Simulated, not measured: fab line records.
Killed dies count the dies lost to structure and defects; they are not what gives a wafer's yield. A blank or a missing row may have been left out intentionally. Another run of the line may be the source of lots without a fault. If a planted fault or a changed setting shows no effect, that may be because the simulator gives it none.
Comparing a struck lot with a sound one ; flow sky130 ; 21 steps out of a route of 708
Sound: wafers L113.2, L113.3, L113.4. The struck wafers were L126.1, L126.3, L126.5. The cause comes at the end.
Per side, at each step with rows, come the tool, then ch with its chambers, and then its first start. Under that, the readings that differ: sound wafers ; struck wafers ; difference of the means ; sigmas: that difference in standard deviations of wafers without a fault.
alike: readings whose means differ by less than 2 such deviations, and words and numbers that are the same on both sides. not compared: withheld readings, readings that some wafer has no value for, bounds like >300 that may hide the same value, and numbers for which the record gives no deviation and whose values overlap.
Wherever a step has rows on one side only, a row that says differs or no value, or a row with sigmas, the two part there. When numbers do not overlap yet have no deviation, they are printed without sigmas and do not part them. A reading that every wafer of one side lacks parts them only if that side has two wafers or more.

SKY_PASSIVATION_THK_MEAS_03:
  sound on filmMetro-03, day 45 11:15; struck on filmMetro-01, day 48 12:28
  alike: PASSIVATION_CVD_02_THK
then, 7 steps without rows for these wafers: SKY_PASSIVATION_DEHYDRATE_04 (time 60 s); SKY_PASSIVATION_HMDS_05 (prime time 60 s); SKY_PASSIVATION_COAT_06 (resist thk 3000 nm); SKY_PASSIVATION_SOFTBAKE_07; SKY_PASSIVATION_EXPOSE_08 (exposes mask NSM, target cd 3000 nm); SKY_PASSIVATION_PEB_09; SKY_PASSIVATION_DEVELOP_10 (develop time 60 s).
SKY_PASSIVATION_ETCH_11: etches the open film in CF4/O2, stops on AlCu, target depth 725 nm, time 161.1 s.
  sound on rieDiel-01 ch 0,1,3, day 46 08:01; struck on rieDiel-01 ch 1,3, day 49 06:25
  alike: drypumpMotorCurrentA, oesProductAu, throttleValvePct
  not compared: rfHoursCounterH
SKY_PASSIVATION_STRIP_12: strips in O2/N2.
  sound on plasmaAsher-04 ch 0,1, day 46 08:07; struck on plasmaAsher-03 ch 0,1, day 49 06:31
  alike: drypumpMotorCurrentA, oesProductAu, stripTimeToEndpointS
  not compared: rfHoursCounterH
then, 2 steps without rows for these wafers: SKY_PAD_OPEN_DEHYDRATE_00 (time 60 s); SKY_PAD_OPEN_HMDS_01 (prime time 60 s).
SKY_PAD_OPEN_COAT_02: resist thk 3000 nm.
  sound on lithoTrack-04 ch 0, day 46 17:35; struck on lithoTrack-01 ch 0, day 49 15:22
reading;sound;struck;difference;sigmas
spinSpeedRpm (rpm);2002.0 1998.8 1997.7;2125.3 2124.5 2123.2;+124.8;+83
model.coat_of_PAD_OPEN_COAT_02.thkNm (nm);3011 3003 3005;2923 2923 2917;-85;
then, 3 steps without rows for these wafers: SKY_PAD_OPEN_SOFTBAKE_03; SKY_PAD_OPEN_EXPOSE_04 (exposes mask PDM, target cd 60000 nm); SKY_PAD_OPEN_PEB_05.
SKY_PAD_OPEN_DEVELOP_06: develop time 60 s.
  sound: lithoTrack-02 ch 0; struck: lithoTrack-04 ch 0
reading;sound;struck;difference;sigmas
model.coat_of_PAD_OPEN_COAT_02.thkNm (nm);3010 3002 3004;2922 2921 2916;-86;
  alike: developerTempC
SKY_PAD_OPEN_ETCH_07: etches the open film in CF4/O2, stops on AlCu, target depth 725 nm, time 161.1 s.
  sound on rieDiel-03 ch 1,2,3, day 47 04:32; struck on rieDiel-03 ch 0,2, day 50 00:37
  alike: drypumpMotorCurrentA, oesProductAu, throttleValvePct
  not compared: rfHoursCounterH
SKY_PAD_OPEN_STRIP_08: strips in O2/N2.
  sound on plasmaAsher-02 ch 0,1, day 47 04:38; struck on plasmaAsher-02 ch 0,1, day 50 00:43
reading;sound;struck;difference;sigmas
stripTimeToEndpointS (s);37.20 37.09 37.10;36.19 36.19 36.12;-0.96;-10
  alike: drypumpMotorCurrentA, oesProductAu
  not compared: rfHoursCounterH
then, 2 steps without rows for these wafers: SKY_PAD_OPEN_STRIP_09 (strips in post etch residue remover, time 1200 s); SKY_PAD_OPEN_PROBE_99.

== WHERE THEY PART ==
Last at SKY_PAD_OPEN_STRIP_08 as far as this record goes, first at SKY_PAD_OPEN_COAT_02.

WHY: what had been put in by the simulator
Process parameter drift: lithoTrack-01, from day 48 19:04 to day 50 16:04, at SKY_PAD_OPEN_COAT_02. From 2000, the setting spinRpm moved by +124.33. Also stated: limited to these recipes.
